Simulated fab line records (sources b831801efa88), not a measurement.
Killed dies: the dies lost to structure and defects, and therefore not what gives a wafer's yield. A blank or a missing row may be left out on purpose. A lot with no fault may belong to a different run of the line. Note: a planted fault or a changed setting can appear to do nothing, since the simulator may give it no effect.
Comparing a struck lot with a sound one :: flow sky130 :: 24 out of 708 route steps
Sound: wafers L580.1, L580.2, L580.3. Struck: wafers L586.2, L586.3, L586.4. At the end, the cause is stated.
For every step that has rows: the tool of each side, followed by ch and its chambers, followed by its first start. Under that, the readings that differ: sound wafers :: struck wafers :: difference of the means :: sigmas: that difference in standard deviations of wafers without a fault.
alike: words and numbers the same on both sides, and readings whose means are apart by under 2 such deviations; not compared: readings that were withheld, readings missing a value for some wafer, numbers with overlapping values and no deviation given by the record, and bounds like >300 which may hide the same value.
The two part at a step that has a row with sigmas, a row that says differs or no value, or rows on one side only. Numbers that have no deviation but don't overlap get no sigmas and don't part them. Lack of a reading on every wafer of one side parts them only where that side has two or more wafers.

first, 2 steps without rows for these wafers: SKY_POLY_GATE_CLEAN_19 (cleans in SC1/SC2, time 150 s); SKY_POLY_GATE_OXIDATION_20 (stabilise 600 s, purge 300 s, target thk 4 nm).
SKY_POLY_GATE_THK_MEAS_21:
  sound: film metro-02 at day 16 11:13; struck: film metro-01 at day 19 03:56
  alike: POLY_GATE_OXIDATION_THK
SKY_POLY_GATE_CD_MEAS_22:
  sound: cd sem-02 at day 16 11:16; struck: cd sem-02 at day 19 04:01
  alike: cd nm
then, 7 steps without rows for these wafers: SKY_LDD_N_DEHYDRATE_00 (time 60 s); SKY_LDD_N_HMDS_01 (prime time 60 s); SKY_LDD_N_COAT_02 (resist thk 300 nm); SKY_LDD_N_SOFTBAKE_03 (time 60 s); SKY_LDD_N_EXPOSE_04 (exposes mask NTM, target cd 840 nm); SKY_LDD_N_PEB_05; SKY_LDD_N_DEVELOP_06 (develop time 60 s).
SKY_LDD_N_OVL_MEAS_07:
  sound: overlay-02 at day 17 15:52; struck: overlay-02 at day 20 10:31
  alike: LDD_N_OVL
SKY_LDD_N_IMPLANT_08:
  sound on implanter-02 ch 0, day 17 15:55; struck on implanter-01 ch 0, day 20 10:34
reading: implant ion amu
sound: 75 75 75
struck: 31 31 31
difference: -44
sigmas: 

reading: model.implant.rp nm (nm)
sound: 16.02 16.02 16.02
struck: 26.76 26.76 26.76
difference: +10.74
sigmas: 

reading: model.implant.drp nm (nm)
sound: 7.212 7.212 7.212
struck: 12.97 12.97 12.97
difference: +5.76
sigmas: 
  alike: dose ions cm2, faraday current uA
then, 7 steps without rows for these wafers: SKY_LDD_N_IMPLANT_09; SKY_LDD_N_IMPLANT_10; SKY_LDD_N_IMPLANT_11; SKY_LDD_N_IMPLANT_12; SKY_LDD_N_IMPLANT_13; SKY_LDD_N_IMPLANT_14; SKY_LDD_N_IMPLANT_15.
SKY_LDD_N_STRIP_16: strips in O2/N2.
  sound on plasma asher-03 ch 0,1, day 17 17:07; struck on plasma asher-02 ch 0,1, day 20 13:57
reading: strip time to endpoint s (s)
sound: 4.321 4.311 4.283
struck: 4.255 4.246 4.272
difference: -0.047
sigmas: -3
  alike: drypump motor current A, oes product au
  not compared: rf hours counter h
SKY_LDD_N_TW_MEAS_17:
  sound: film metro-01 at day 17 17:13; struck: film metro-01 at day 20 14:04
reading: LDD_N_TW
sound: 2551 2546 2546
struck: 2510 2517 2497
difference: -40
sigmas: -2
then, 1 step without rows for these wafers: SKY_LDD_P_DEHYDRATE_00 (time 60 s).
-- record jumps: 27 days separate the struck wafers' starts on either side; left off in module LDD_P, taken up again in module PAD_OPEN, whose first shown step is the route's number 708 --
SKY_PAD_OPEN_PROBE_99:
  sound: prober-02 at day 45 10:23; struck: prober-02 at day 47 13:26
reading: model.etest.tip n.rs ohm sq
sound: 442 443.3 440.6
struck: 383.1 381.8 381.6
difference: -59.8
sigmas: 

reading: model.etest.nfet_01v8_turned.drive ua um
sound: 500.8 494.2 500.5
struck: 563 564.6 562.4
difference: +65
sigmas: 

reading: model.etest.nfet_01v8_lvt.drive ua um
sound: 566.2 558.4 574.2
struck: 633.1 630.4 632.5
difference: +65.7
sigmas: 

reading: model.etest.nfet_01v8_swapped.drive ua um
sound: 494.1 494.6 497
struck: 548.4 553.8 555
difference: +57.2
sigmas: 

reading: model.etest.sram nfet pass.drive ua um
sound: 481.5 487.1 497.9
struck: 546.6 538.8 540.4
difference: +53.1
sigmas: 

reading: model.etest.nfet_01v8.drive ua um
sound: 493.4 492.8 500.6
struck: 547 544.3 547.7
difference: +51
sigmas: 

reading: model.etest.nfet_01v8.r on ohm um
sound: 845.4 859.2 836
struck: 806.8 815.2 801.8
difference: -38.9
sigmas: 

reading: model.etest.res ndiff.rs ohm sq
sound: 120.6 121.6 120.5
struck: 116.7 116.7 116.9
difference: -4.1
sigmas: 
  alike: killed_at_M0_to_M3, killed_at_M4_up, killed at contacts, killed at front end, killed at other, killed dies, killed open, killed short

== WHERE THEY PART ==
At SKY_LDD_N_STRIP_16 first; at SKY_LDD_N_TW_MEAS_17 last (within this record only). Later steps at which nothing parts them and some readings are alike: SKY_PAD_OPEN_PROBE_99.

WHY: the cause the simulator had injected
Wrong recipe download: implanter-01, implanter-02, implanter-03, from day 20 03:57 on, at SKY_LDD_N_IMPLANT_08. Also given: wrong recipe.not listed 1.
